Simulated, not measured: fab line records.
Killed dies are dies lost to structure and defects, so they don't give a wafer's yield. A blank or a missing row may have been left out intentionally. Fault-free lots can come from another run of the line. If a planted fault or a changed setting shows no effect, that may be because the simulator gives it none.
fab line records | flow sky130 | part 2 of 2: steps 32 to 42 of 42
record: lots: 5 wafers: 15 last_day: 50
route steps=708 shown POLY_CUT@319 SD_P@320 RES_XHIGH@332 SD_N@342 SALICIDE@361
lots untouched by any fault: they come from a run of this same line in which no faults occurred
start_h: the number of hours between the record's first day and the start of the first shown wafer of the lot | wait_h: hours since the lot's step before | " unchanged from the row above | L1.1+2: a row that stands for several wafers | - value missing, or start not given | * or withheld: withheld | < > ~ a bound
route shown NAME@n: NAME is a module with steps in the file, n the number in the route of the first one | usual: the fault-free wafers' mean and standard deviation | same: alike in all rows | chamber/n: place in a boat | sites: per-site readings | _std_site: the standard deviation of these | _edge_site: the outer-site mean with the inner-site mean subtracted | radius_mm: for every site, how far away it sits from the centre of the wafer | mask NAME#n: copy n | behind: the tool/chamber that last shaped the wafer | hold: the reason the lot was held/the length of the hold in hours/how it ended | device: which transistor (n, p or np) failed to switch | end of line: tests run on the same wafers once the route is complete | a step without rows: its recipe alone | killed: the dies lost at the first sort to structure and to defects; this is not the yield of the wafer | map: dies across one wafer; x = killed, . = not, _ = none there
set.NAME: the setting as run; set.NAME@STEP: as run at that earlier step | model.NAME: the simulator's own value behind a step, which no gauge read
lots seen at some steps along the route; tables by step, rows by wafer
services: a tool's chamber out of use, with start hour (start_h, from the record's first day; less than 0 if before it), hours out, and reason
== steps ==
step: SKY_SD_N_OVL_MEAS_08
usual: SD_N_OVL: -0.8/1.4
columns lot.wafer tool chamber start_h wait_h SD_N_OVL[nm]
L076.1 overlay-01 - 667.52 0.1 -1.4
L076.4 " - " " -1.5
L076.5 " - " " -2.2
L078.1 overlay-01 - 692.42 0.1 -0.5
L078.4 " - " " -1.0
L078.5 " - " " -0.8
L082.1 overlay-01 - 735.99 0.1 -0.4
L082.3 " - " " -1.0
L082.4 " - " " -1.6
L096.2 overlay-02 - 839.25 0.1 -1.4
L096.3 " - " " -1.8
L096.4 " - " " -2.2
L097.2 overlay-01 - 844.55 0.1 -1.1
L097.3 " - " " -2.3
L097.5 " - " " -0.9
step: SKY_SD_N_IMPLANT_09
recipe: species: As energy_kev: 50 dose_cm2: 4e+15 tilt_deg: 0
columns lot.wafer tool chamber start_h wait_h
L076.1+4+5 implanter-02 0 667.56 0.0
L078.1+4+5 implanter-02 0 692.46 0.0
L082.1+3+4 implanter-03 0 736.03 0.0
L096.2+3+4 implanter-02 0 839.30 0.0
L097.2+3+5 implanter-03 0 844.60 0.0
step: SKY_SD_N_IMPLANT_10
recipe: species: P energy_kev: 20 dose_cm2: 1e+14 tilt_deg: 0
columns lot.wafer tool chamber start_h wait_h
L076.1+4+5 implanter-02 0 667.71 0.1
L078.1+4+5 implanter-02 0 692.61 0.1
L082.1+3+4 implanter-03 0 736.18 0.1
L096.2+3+4 implanter-02 0 839.45 0.1
L097.2+3+5 implanter-03 0 844.75 0.1
step: SKY_SD_N_STRIP_11
recipe: chemistry: O2/N2 power_w: 1400 pressure_mtorr: 1500 platen_temp_c: withheld o2_flow_sccm: 3000 n2_flow_sccm: 300 overash_fraction: 0.5
usual: drypump_motor_current_A: 5.8/0.53 oes_product_au: 0.527/0.0044 strip_time_to_endpoint_s: 22.57/0.04
columns lot.wafer tool chamber start_h wait_h drypump_motor_current_A oes_product_au rf_hours_counter_h strip_time_to_endpoint_s
L076.1 plasma_asher-04 1 667.86 0.1 5.1 0.531 24 22.53
L076.4 " 0 " " 6.3 0.534 - 22.55
L076.5 " 1 " " 5.1 0.531 - 22.52
L078.1 plasma_asher-04 0 692.76 0.1 6.3 0.524 26 22.59
L078.4 " 0 " " 6.3 0.523 - 22.58
L078.5 " 1 " " 5.1 0.530 - 22.59
L082.1 plasma_asher-03 0 736.33 0.1 5.8 0.528 58 22.54
L082.3 " 1 " " 5.3 0.527 - 22.54
L082.4 " 0 " " 5.8 0.526 - 22.59
L096.2 plasma_asher-03 0 839.64 0.2 5.8 0.528 69 22.53
L096.3 " 1 " " 5.4 0.526 - 22.59
L096.4 " 0 " " 5.8 0.526 - 22.57
L097.2 plasma_asher-02 1 844.88 0.1 6.3 0.532 102 22.55
L097.3 " 1 " " 6.3 0.520 - 22.53
L097.5 " 1 " " 6.3 0.527 - 22.52
step: SKY_SD_N_TW_MEAS_12
usual: SD_N_TW: 3985/22
columns lot.wafer tool chamber start_h wait_h SD_N_TW
L076.1 film_metro-02 - 667.96 0.1 3966
L076.4 " - " " 3978
L076.5 " - " " 3978
L078.1 film_metro-03 - 692.86 0.1 3944
L078.4 " - " " 3935
L078.5 " - " " 3954
L082.1 film_metro-04 - 736.43 0.1 3963
L082.3 " - " " 3982
L082.4 " - " " 3970
L096.2 film_metro-02 - 839.75 0.1 4003
L096.3 " - " " 4022
L096.4 " - " " 4012
L097.2 film_metro-04 - 844.99 0.1 3978
L097.3 " - " " 3962
L097.5 " - " " 3983
step: SKY_SD_N_CLEAN_13
recipe: chemistry: SC1/SC2 mix: 1:4:20 temp_c: 70 time_s: 150 dry: n2_spin
columns lot.wafer tool chamber start_h wait_h
L076.1+4+5 wet_bench-01 2 668.02 0.1
L078.1+4+5 wet_bench-02 1 692.92 0.1
L082.1+3+4 wet_bench-04 2 736.49 0.1
L096.2+3+4 wet_bench-02 2 839.80 0.0
L097.2+3+5 wet_bench-01 3 845.04 0.0
step: SKY_SD_N_RTA_14
recipe: temp_c: 1075 time_s: 2 idle_temp_c: 650 ramp_up_c_per_s: 150 ramp_down_c_per_s: 90 ambient: N2
usual: chamber_o2_ppm: 2.004/0.02 lamp_power_pct: 15.74/0.049 wafer_temp_C_max: 1078.1/1.4
columns lot.wafer tool chamber start_h wait_h chamber_o2_ppm lamp_power_pct wafer_temp_C_max
L076.1 rtp_anneal-01 0 668.07 0.0 2.034 15.78 1080.9
L076.4 " 0 " " 2.011 15.72 1076.8
L076.5 " 0 " " 2.030 15.68 1081.9
L078.1 rtp_anneal-01 0 692.97 0.0 1.998 15.77 1078.6
L078.4 " 0 " " 1.985 15.64 1078.6
L078.5 " 0 " " 1.966 15.81 1077.8
L082.1 rtp_anneal-01 0 736.55 0.0 2.016 15.81 1080.6
L082.3 " 0 " " 2.000 15.75 1076.1
L082.4 " 0 " " 2.010 15.83 1076.7
L096.2 rtp_anneal-01 0 839.86 0.0 2.015 15.81 1076.7
L096.3 " 0 " " 2.055 15.73 1077.0
L096.4 " 0 " " 2.041 15.75 1076.2
L097.2 rtp_anneal-01 0 845.10 0.0 2.011 15.65 1081.1
L097.3 " 0 " " 1.984 15.80 1076.0
L097.5 " 0 " " 1.988 15.75 1076.5
step: SKY_SD_N_RS_MEAS_16
recipe: thk_meas_gauge: four-point-probe
usual: SD_N_RS: 68.55/0.1
columns lot.wafer tool chamber start_h wait_h SD_N_RS[ohm/sq]
L076.1 film_metro-03 - 668.24 0.1 68.34
L076.4 " - " " 68.48
L076.5 " - " " 68.52
L078.1 film_metro-02 - 693.15 0.1 68.50
L078.4 " - " " 68.51
L078.5 " - " " 68.55
L082.1 film_metro-03 - 736.72 0.1 68.50
L082.3 " - " " 68.48
L082.4 " - " " 68.44
L096.2 film_metro-04 - 840.04 0.1 68.53
L096.3 " - " " 68.81
L096.4 " - " " 68.79
L097.2 film_metro-03 - 845.28 0.1 68.56
L097.3 " - " " 68.57
L097.5 " - " " 68.61
step: SKY_SD_N_RS_MEAS_17
recipe: thk_meas_gauge: four-point-probe
usual: SD_P_RS: 147.1/0.38
columns lot.wafer tool chamber start_h wait_h SD_P_RS[ohm/sq]
L076.1 film_metro-03 - 668.36 0.1 146.4
L076.4 " - " " 146.5
L076.5 " - " " 146.8
L078.1 film_metro-02 - 693.27 0.1 147.2
L078.4 " - " " 147.3
L078.5 " - " " 147.0
L082.1 film_metro-03 - 736.84 0.1 146.2
L082.3 " - " " 146.4
L082.4 " - " " 146.6
L096.2 film_metro-04 - 840.16 0.1 147.5
L096.3 " - " " 147.9
L096.4 " - " " 147.7
L097.2 film_metro-03 - 845.40 0.1 147.4
L097.3 " - " " 147.7
L097.5 " - " " 147.8
step: SKY_SD_N_RS_MEAS_18
recipe: thk_meas_gauge: four-point-probe
usual: RES_XHIGH_RS: 333.3/0.89
columns lot.wafer tool chamber start_h wait_h RES_XHIGH_RS[ohm/sq]
L076.1 film_metro-03 - 668.48 0.1 332.3
L076.4 " - " " 332.5
L076.5 " - " " 333.1
L078.1 film_metro-02 - 693.39 0.1 333.7
L078.4 " - " " 334.1
L078.5 " - " " 334.3
L082.1 film_metro-03 - 736.96 0.1 331.9
L082.3 " - " " 331.9
L082.4 " - " " 331.7
L096.2 film_metro-04 - 840.28 0.1 334.0
L096.3 " - " " 334.3
L096.4 " - " " 334.6
L097.2 film_metro-03 - 845.52 0.1 333.8
L097.3 " - " " 333.9
L097.5 " - " " 333.2
step: SKY_SALICIDE_CLEAN_00
recipe: chemistry: HF-last time_s: 30 dilution: 100:1 dry: ipa_marangoni
columns lot.wafer tool chamber start_h wait_h
L076.1+4+5 wet_bench-03 1 668.60 0.1
L078.1+4+5 wet_bench-01 2 693.51 0.1
L082.1+3+4 wet_bench-03 2 737.08 0.1
L096.2+3+4 wet_bench-01 2 840.38 0.1
L097.2+3+5 wet_bench-02 3 845.62 0.1
== services ==
columns tool chamber start_h hours kind
implanter-04 - 584.46 6.3 repair
implanter-02 - 587.29 1.5 repair
plasma_asher-03 - 593.80 0.9 repair
iline_stepper-01 - 604.75 2.1 pm
implanter-03 - 605.73 4.0 pm
plasma_asher-02 - 619.53 0.8 repair
plasma_asher-04 - 630.83 3.0 repair
plasma_asher-04 - 634.47 2.8 pm
implanter-04 - 642.64 3.8 pm
iline_stepper-01 - 656.37 8.9 pm
implanter-04 - 663.58 2.0 repair
implanter-02 - 664.98 0.8 repair
iline_stepper-01 - 674.14 4.4 pm
iline_stepper-02 - 679.68 1.7 pm
implanter-03 - 690.94 2.1 repair
implanter-03 - 708.05 2.4 repair
implanter-02 - 710.44 1.3 repair
implanter-03 - 716.41 5.0 pm
implanter-04 - 729.08 3.9 repair
plasma_asher-01 - 733.75 9.0 pm
iline_stepper-01 - 733.88 1.7 pm
iline_stepper-01 - 790.99 1.9 repair
implanter-04 - 804.10 4.9 repair
plasma_asher-04 - 835.60 14.6 pm
